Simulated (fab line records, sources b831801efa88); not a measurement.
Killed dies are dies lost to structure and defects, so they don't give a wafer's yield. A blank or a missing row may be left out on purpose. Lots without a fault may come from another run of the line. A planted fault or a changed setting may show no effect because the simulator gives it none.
A struck lot beside a sound one | flow sky130 | 14 steps out of a route of 708
Sound: wafers L706.2, L706.5, L706.6. Struck: wafers L711.1, L711.3, L711.4. The cause comes at the end.
At each step with rows: each side's tool, then ch and its chambers, then its first start. Under that, the readings that differ: sound wafers | struck wafers | difference of the means | sigmas: that difference in standard deviations of wafers without a fault.
alike: readings whose means differ by less than 2 such deviations, and words and numbers that are the same on both sides. not compared: withheld readings, readings that some wafer has no value for, bounds like >300 that may hide the same value, and numbers for which the record gives no deviation and whose values overlap.
The two part at a step that has a row with sigmas, a row that says differs or no value, or rows on one side only. Numbers that don't overlap but have no deviation are shown without sigmas and don't part them. A reading that every wafer of one side lacks parts them only if that side has two wafers or more.

SKY_LI_CONTACT_RS_MEAS_22: measures by four-point-probe.
  sound on film_metro-03, day 30 00:30; struck on film_metro-03, day 31 13:00
  alike: LI_CONTACT_W_RS
SKY_LI_CONTACT_THK_MEAS_23: measures by xrf.
  sound on film_metro-03, day 30 00:37; struck on film_metro-03, day 31 13:07
  alike: LI_CONTACT_W_THK
SKY_LI_CONTACT_CMP_24: polishes, stops on PSG, t overpolish 20 s, target thk 0 nm.
  sound on cmp-01 ch 1,2, day 30 00:40; struck on cmp-01 ch 1,2,3, day 31 13:11
  alike: motor_current_A, overpolish_run_s, platen_rpm, time_to_endpoint_s
SKY_LOCAL_INTERCONNECT_SPUTTER_00: material TiN, target thk 100 nm, time 83.3 s.
  sound on pvd_sputter-02, day 30 00:58; struck on pvd_sputter-02, day 31 13:29
  alike: throttle_valve_pct
SKY_LOCAL_INTERCONNECT_RS_MEAS_01: measures by four-point-probe.
  sound on film_metro-02, day 30 01:02; struck on film_metro-01, day 31 13:32
  alike: LOCAL_INTERCONNECT_TIN_RS
SKY_LOCAL_INTERCONNECT_THK_MEAS_02: measures by xrf.
  sound on film_metro-02, day 30 01:09; struck on film_metro-01, day 31 13:40
  alike: LOCAL_INTERCONNECT_TIN_THK
then, 6 steps without rows for these wafers: SKY_LOCAL_INTERCONNECT_DEHYDRATE_03 (time 60 s); SKY_LOCAL_INTERCONNECT_HMDS_04 (prime time 60 s); SKY_LOCAL_INTERCONNECT_COAT_05 (resist thk 60 nm); SKY_LOCAL_INTERCONNECT_COAT_06 (resist thk 450 nm); SKY_LOCAL_INTERCONNECT_SOFTBAKE_07 (time 90 s); SKY_LOCAL_INTERCONNECT_EXPOSE_08 (exposes mask LI1M, target cd 170 nm).
SKY_LOCAL_INTERCONNECT_PEB_09:
  sound on litho_track-01 ch 0, day 31 04:00; struck on litho_track-01, day 32 16:00
  reading         | sound          | struck | difference                    | sigmas
  exhaust_pa (Pa) | 45.5 44.9 43.8 | - - -  | no value on the struck wafers |
  not compared: chill_plate_temp_C
then, 1 step without rows for these wafers: SKY_LOCAL_INTERCONNECT_DEVELOP_10 (develop time 60 s).

WHERE THEY PART
Only at SKY_LOCAL_INTERCONNECT_PEB_09, within this record.

WHY: what the simulator had put in
Skipped step whole: litho_track-01, from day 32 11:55 on, at SKY_LOCAL_INTERCONNECT_PEB_09. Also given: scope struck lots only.
